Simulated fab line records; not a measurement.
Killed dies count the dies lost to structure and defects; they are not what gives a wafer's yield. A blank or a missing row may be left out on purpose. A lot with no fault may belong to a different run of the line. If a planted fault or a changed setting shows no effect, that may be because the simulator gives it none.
The same fault as seen by 2 desks / flow gf180mcu / each desk holds nothing but its own numbers, with what lay behind them at the end

== FROM THE METROLOGY DESK ==
Lot by lot, what the gauges showed, no matter which tool ran the lot: averages of those sampled wafers that carry a number. Any lot whose mean is over 4 standard deviations away from the usual mean is out of limits and marked OUT; that distance is given in the brackets. Readings shown: 7 of its 9, picked as those furthest out on some lot.
Columns: A = V1_W_RS at GF_V1_RS_MEAS_24, usual 0.327 ohm/sq; B = V1_W_THK at GF_V1_THK_MEAS_25, usual 353 nm; C = M2_ALCU_RS at GF_M2_RS_MEAS_05, usual 0.0697 ohm/sq; D = M2_ALCU_THK at GF_M2_THK_MEAS_06, usual 462 nm; E = cd-nm at GF_M2_CD_MEAS_14, usual 279.8 nm; F = V2_CVD_00_THK at GF_V2_THK_MEAS_01, usual 603 nm; G = V2_BOW at GF_V2_BOW_MEAS_05, usual 100 um
lot=L448; first seen here=day 17 22:10; A=0.329; B=353; C=0.0688; D=467; E=279.4; F=602; G=96
lot=L451; first seen here=day 19 03:11; A=0.335; B=345; C=0.0697; D=459; E=281.9; F=608; G=99
lot=L459; first seen here=day 22 13:46; A=0.327; B=358; C=0.0688; D=467; E=279.4; F=600; G=110
lot=L467; first seen here=day 25 09:51; A=0.327; B=357; C=0.0680; D=458; E=281.9; F=604; G=95
lot=L471; first seen here=day 26 09:20; A=0.327; B=349; C=0.0688; D=465; E=281.6; F=593; G=97
Finding of this desk: none of the 5 lots has anything out of limits.

== THE TOOL OWNER'S DESK: pvd-sputter-04 ==
The tool's own readings at GF_M2_SPUTTER_04 (material TiN, target thk 50 nm, time 41.7 s): means of the sampled wafers that have a number, for each lot that ran on this tool. Any lot whose mean is over 4 standard deviations away from the usual mean is out of limits and marked OUT; that distance is given in the brackets.
Columns: A = throttle-valve-pct at GF_M2_SPUTTER_04, usual 30.3 %
lot=L451; first seen here=day 19 03:48; A=30.6
lot=L467; first seen here=day 25 10:44; A=30.4
Finding of this desk: none of the 2 lots has anything out of limits.

== BROUGHT TOGETHER ==
Metrology desk: nothing out of limits seen.
Nothing out of limits was seen by the tool owner's desk.

== WHAT THE SIMULATOR HAD PUT IN ==
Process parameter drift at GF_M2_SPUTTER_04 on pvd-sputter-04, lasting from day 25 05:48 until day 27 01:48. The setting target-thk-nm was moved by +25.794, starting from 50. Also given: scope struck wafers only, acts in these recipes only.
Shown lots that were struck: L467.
